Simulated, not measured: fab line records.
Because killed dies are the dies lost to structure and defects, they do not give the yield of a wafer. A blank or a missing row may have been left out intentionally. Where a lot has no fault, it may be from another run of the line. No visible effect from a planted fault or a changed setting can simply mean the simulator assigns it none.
Which of the tools did it? | flow gf180mcu | 13 lots with 39 wafers sampled at 3 steps, on a route of 602 steps

WHAT THE GAUGES SHOWED, per wafer
GF_M2_OVL_MEAS_15. Usual: M2_OVL typically reads -1 nm, with standard deviation 5.8.
lot  | measured     | on         | M2_OVL (nm) | flag
L353 | day 19 10:16 | overlay-02 | 5 -2 2      |
L354 | day 20 04:21 | overlay-01 | -1 -6 -7    |
L355 | day 20 10:35 | overlay-01 | -2 7 3      |
L360 | day 22 03:20 | overlay-01 | 2 8 11      |
L364 | day 23 17:26 | overlay-02 | 2 -3 3      |
L367 | day 24 19:04 | overlay-02 | 4 4 -1      |
L368 | day 25 01:54 | overlay-02 | 4 2 2       |
L370 | day 25 16:29 | overlay-02 | -7 -15 -14  |
L371 | day 25 19:07 | overlay-01 | -4 -7 -7    |
L372 | day 26 09:05 | overlay-01 | -4 -7 -5    |
L373 | day 26 10:56 | overlay-02 | 10 10 8     |
L374 | day 26 19:05 | overlay-01 | 1 8 1       |
L375 | day 27 06:05 | overlay-01 | -8 -7 -1    |

TOOL THAT RAN EACH LOT (tool first, then ch and the chambers of the sampled wafers, then the start)
lot  | GF_POLY_GATE_CVD_00         | GF_HV_LDD_STRIP_10
L353 | lpcvd-01 ch 0, day 8 17:44  | plasma-asher-02 ch 0,1, day 10 06:55
L354 | lpcvd-01 ch 1, day 9 02:35  | plasma-asher-02 ch 0,1, day 10 18:17
L355 | lpcvd-02 ch 1, day 9 09:11  | plasma-asher-02 ch 0,1, day 11 00:49
L360 | lpcvd-02 ch 0, day 10 14:38 | plasma-asher-02 ch 0,1, day 12 08:22
L364 | lpcvd-01 ch 1, day 11 23:49 | plasma-asher-04 ch 0,1, day 13 17:21
L367 | lpcvd-02 ch 1, day 12 19:51 | plasma-asher-04 ch 0,1, day 14 16:51
L368 | lpcvd-02 ch 1, day 13 04:05 | plasma-asher-02 ch 0,1, day 15 00:27
L370 | lpcvd-02 ch 0, day 13 16:21 | plasma-asher-04 ch 0,1, day 15 15:31
L371 | lpcvd-02 ch 0, day 13 22:58 | plasma-asher-02 ch 0,1, day 15 20:51
L372 | lpcvd-02 ch 1, day 14 07:58 | plasma-asher-04 ch 0,1, day 16 08:44
L373 | lpcvd-01 ch 0, day 14 12:40 | plasma-asher-04 ch 0,1, day 16 12:28
L374 | lpcvd-01 ch 0, day 14 20:49 | plasma-asher-04 ch 0,1, day 16 21:06
L375 | lpcvd-01 ch 0, day 14 23:43 | plasma-asher-01 ch 0,1, day 16 23:07
- GF_POLY_GATE_CVD_00: deposits poly-Si, target thk 200 nm, time 1200 s.
- GF_HV_LDD_STRIP_10: strips in O2/N2.

AS READ BY THE TOOLS THEMSELVES (means over the sampled wafers that have a number; for cases with no such wafer, the mark the record gives instead)
GF_POLY_GATE_CVD_00. Usual: spike-tc-bottom-C 642.1 C, standard deviation 2.9; spike-tc-centre-C 620.5 C, standard deviation 1.7; spike-tc-lower-C 619.7 C, standard deviation 1.2; zone-power-bottom-pct 13.6 %, standard deviation 0.57; zone-power-centre-pct 10.2 %, standard deviation 0.72; zone-power-lower-pct 8.0 %, standard deviation 0.93.
lot  | tool     | spike-tc-bottom-C (C) | spike-tc-centre-C (C) | spike-tc-lower-C (C) | zone-power-bottom-pct (%) | zone-power-centre-pct (%) | zone-power-lower-pct (%) | flag
L353 | lpcvd-01 | 643.4                 | 621.9                 | 618.3                | 13.4                      | 10.8                      | 6.9                      |
L354 | lpcvd-01 | 643.8                 | 622.1                 | 618.9                | 13.0                      | 9.3                       | 8.4                      |
L355 | lpcvd-02 | 640.2                 | 618.4                 | 619.5                | 13.8                      | 10.7                      | 9.3                      |
L360 | lpcvd-02 | 638.9                 | 620.8                 | 620.9                | 14.7                      | 9.1                       | 7.9                      |
L364 | lpcvd-01 | 631.4                 | 613.3                 | 682.0                | 8.7                       | 4.1                       | 19.3                     | OFF
L367 | lpcvd-02 | 640.2                 | 617.9                 | 619.0                | 13.7                      | 10.7                      | 9.3                      |
L368 | lpcvd-02 | 639.4                 | 619.1                 | 619.7                | 13.7                      | 10.7                      | 9.2                      |
L370 | lpcvd-02 | 638.1                 | 620.1                 | 620.6                | 14.7                      | 9.1                       | 7.8                      |
L371 | lpcvd-02 | 638.8                 | 620.3                 | 619.7                | 14.9                      | 9.1                       | 7.8                      |
L372 | lpcvd-02 | 638.7                 | 617.5                 | 620.7                | 13.6                      | 10.6                      | 9.3                      |
L373 | lpcvd-01 | 644.4                 | 621.4                 | 619.1                | 13.4                      | 10.8                      | 6.9                      |
L374 | lpcvd-01 | 644.6                 | 621.4                 | 618.3                | 13.5                      | 10.7                      | 6.9                      |
L375 | lpcvd-01 | 645.4                 | 621.0                 | 618.7                | 13.5                      | 10.7                      | 7.0                      |

GF_HV_LDD_STRIP_10. Usual: drypump-motor-current-A 5.83 A, standard deviation 0.19; heater-power-w 321 W, standard deviation 33; oes-product-au 0.715 a.u., standard deviation 0.0046; strip-time-to-endpoint-s 12.629 s, standard deviation 0.029.
lot  | tool            | drypump-motor-current-A (A) | heater-power-w (W) | oes-product-au (a.u.) | strip-time-to-endpoint-s (s) | flag
L353 | plasma-asher-02 | 5.71                        | 298                | 0.712                 | 12.660                       |
L354 | plasma-asher-02 | 5.67                        | 309                | 0.710                 | 12.629                       |
L355 | plasma-asher-02 | 5.67                        | 308                | 0.719                 | 12.635                       |
L360 | plasma-asher-02 | 5.72                        | 296                | 0.720                 | 12.628                       |
L364 | plasma-asher-04 | 6.08                        | 326                | 0.719                 | 12.572                       |
L367 | plasma-asher-04 | 6.05                        | 335                | 0.717                 | 12.636                       |
L368 | plasma-asher-02 | 5.68                        | 306                | 0.717                 | 12.611                       |
L370 | plasma-asher-04 | 6.08                        | 325                | 0.716                 | 12.618                       |
L371 | plasma-asher-02 | 5.71                        | 295                | 0.719                 | 12.627                       |
L372 | plasma-asher-04 | 6.09                        | 329                | 0.715                 | 12.609                       |
L373 | plasma-asher-04 | 6.07                        | 325                | 0.714                 | 12.666                       |
L374 | plasma-asher-04 | 6.08                        | 332                | 0.714                 | 12.637                       |
L375 | plasma-asher-01 | 5.69                        | 324                | 0.716                 | 12.614                       |

THE ANSWER, worked out from the rows above alone
Rule: lot off if the mean of its wafers having a number is beyond 3 standard deviations from the usual mean. A lot without any number at a reading at which 4 lots or more have one is off too. All remaining lots with rows at the step are treated as sound. The gauges are gone through in route order, then the tools' own readings, and for those a lot's mean is taken as printed above. The first step at which some lot is off is used, and at that step the reading that is off furthest; a lot without a number counts as furthest.
Off, at GF_POLY_GATE_CVD_00 on spike-tc-lower-C: L364.
A tool fits if, at that step or a process step before it, it ran every lot that is off, and no sound lot after the first of them. Not one of the candidates tried fits.

WHAT WAS PUT IN BY THE SIMULATOR
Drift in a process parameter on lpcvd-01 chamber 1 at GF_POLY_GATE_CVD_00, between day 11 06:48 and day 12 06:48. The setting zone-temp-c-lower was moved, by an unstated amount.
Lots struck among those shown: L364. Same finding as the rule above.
